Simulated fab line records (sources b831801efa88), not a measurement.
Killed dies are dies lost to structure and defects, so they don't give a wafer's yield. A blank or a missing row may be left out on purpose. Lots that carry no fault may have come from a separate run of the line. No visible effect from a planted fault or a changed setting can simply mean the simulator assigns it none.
Comparing a struck lot with a sound one :: flow gf180mcu :: 18 steps out of a route of 602
Sound: the wafers L941.4, L941.5, L941.6. Struck: wafers L952.4, L952.6 (left out: L952.3, a lot-mate that was not struck); the cause follows at the end.
Each step with rows lists, per side, the tool, then ch with its chambers, then its first start. Under that, the readings that differ: sound wafers :: struck wafers :: difference of the means :: sigmas: that difference in standard deviations of wafers without a fault.
alike: a reading whose means differ by less than 2 such deviations, as well as words and numbers matching on both sides. not compared: withheld readings; readings where some wafer has no value; bounds like >300 that might hide an equal value; numbers whose values overlap and for which the record gives no deviation.
A row with sigmas, a row that says differs or no value, or rows on one side alone: a step with any of these is where the two part. Non-overlapping numbers with no deviation appear without sigmas and do not part them. A reading that every wafer of one side lacks parts them only if that side has two wafers or more.

first, 5 steps without rows for these wafers: GF_VT_IMPLANT_COAT_24 (resist thk 1000 nm); GF_VT_IMPLANT_SOFTBAKE_25 (time 60 s); GF_VT_IMPLANT_EXPOSE_26 (exposes mask LVPWELL HV AREA, target cd 860 nm); GF_VT_IMPLANT_PEB_27; GF_VT_IMPLANT_DEVELOP_28 (develop time 60 s).
GF_VT_IMPLANT_OVL_MEAS_29:
  sound on overlay-02 at day 7 01:55; struck on overlay-02 at day 10 04:28
  alike: VT_IMPLANT_02_OVL
following that, these wafers have no rows for 1 step: GF_VT_IMPLANT_IMPLANT_30.
GF_VT_IMPLANT_STRIP_31: strips in O2/N2.
  sound on plasmaAsher-04 ch 0,1, day 7 02:07; struck on plasmaAsher-04 ch 1, day 10 04:40
  alike: drypumpMotorCurrentA, heaterPowerW, oesProductAu, stripTimeToEndpointS
  not compared: rfHoursCounterH
GF_VT_IMPLANT_TW_MEAS_32:
  sound on filmMetro-01 at day 7 02:13; struck on filmMetro-04 at day 10 04:45
reading: VT_IMPLANT_3_TW
sound: 272.5 271.4 271.4
struck: 267.0 266.2
difference: -5.2
sigmas: -3
then, 3 steps without rows for these wafers: GF_VT_IMPLANT_DEHYDRATE_33 (time 60 s); GF_VT_IMPLANT_HMDS_34 (prime time 60 s); GF_VT_IMPLANT_COAT_35 (resist thk 1000 nm).
GF_VT_IMPLANT_SOFTBAKE_36: time 60 s.
  sound on lithoTrack-04 ch 0, day 7 09:57; struck on lithoTrack-04 ch 0, day 10 12:43
reading: heaterPowerTotalW (W)
sound: 56.59 56.57 56.60
struck: 62.35 62.29
difference: +5.73
sigmas: +99 or more

reading: runLengthS (s)
sound: 89.51 89.28 89.40
struck: 74.69 74.63
difference: -14.74
sigmas: -92
then, 2 steps without rows for these wafers: GF_VT_IMPLANT_EXPOSE_37 (exposes mask Nwell HV AREA, target cd 860 nm); GF_VT_IMPLANT_PEB_38.
GF_VT_IMPLANT_DEVELOP_39: develop time 60 s.
  sound on lithoTrack-04 ch 0, day 7 18:12; struck on lithoTrack-04 ch 0, day 10 22:25
reading: model.NOVOLAK_of_VT_IMPLANT_COAT_35.thkNm (nm)
sound: 998 996.9 996.2
struck: 1004 1008
difference: +9
sigmas: 
GF_VT_IMPLANT_OVL_MEAS_40:
  sound on overlay-02 at day 7 18:17; struck on overlay-02 at day 10 22:32
  alike: VT_IMPLANT_03_OVL
-- record jumps: 22 days separate the struck wafers' starts on either side; left off in module VT_IMPLANT, taken up again in module PASSIVATION, whose first shown step is the route's number 602 --
GF_PASSIVATION_PROBE_99:
  rows exist in the record for the struck wafers here (prober-02, day 32 19:35), but not for the sound ones

## WHERE THEY PART
Earliest at GF_VT_IMPLANT_TW_MEAS_32; latest, in this record, at GF_PASSIVATION_PROBE_99.

WHY: the cause the simulator had injected
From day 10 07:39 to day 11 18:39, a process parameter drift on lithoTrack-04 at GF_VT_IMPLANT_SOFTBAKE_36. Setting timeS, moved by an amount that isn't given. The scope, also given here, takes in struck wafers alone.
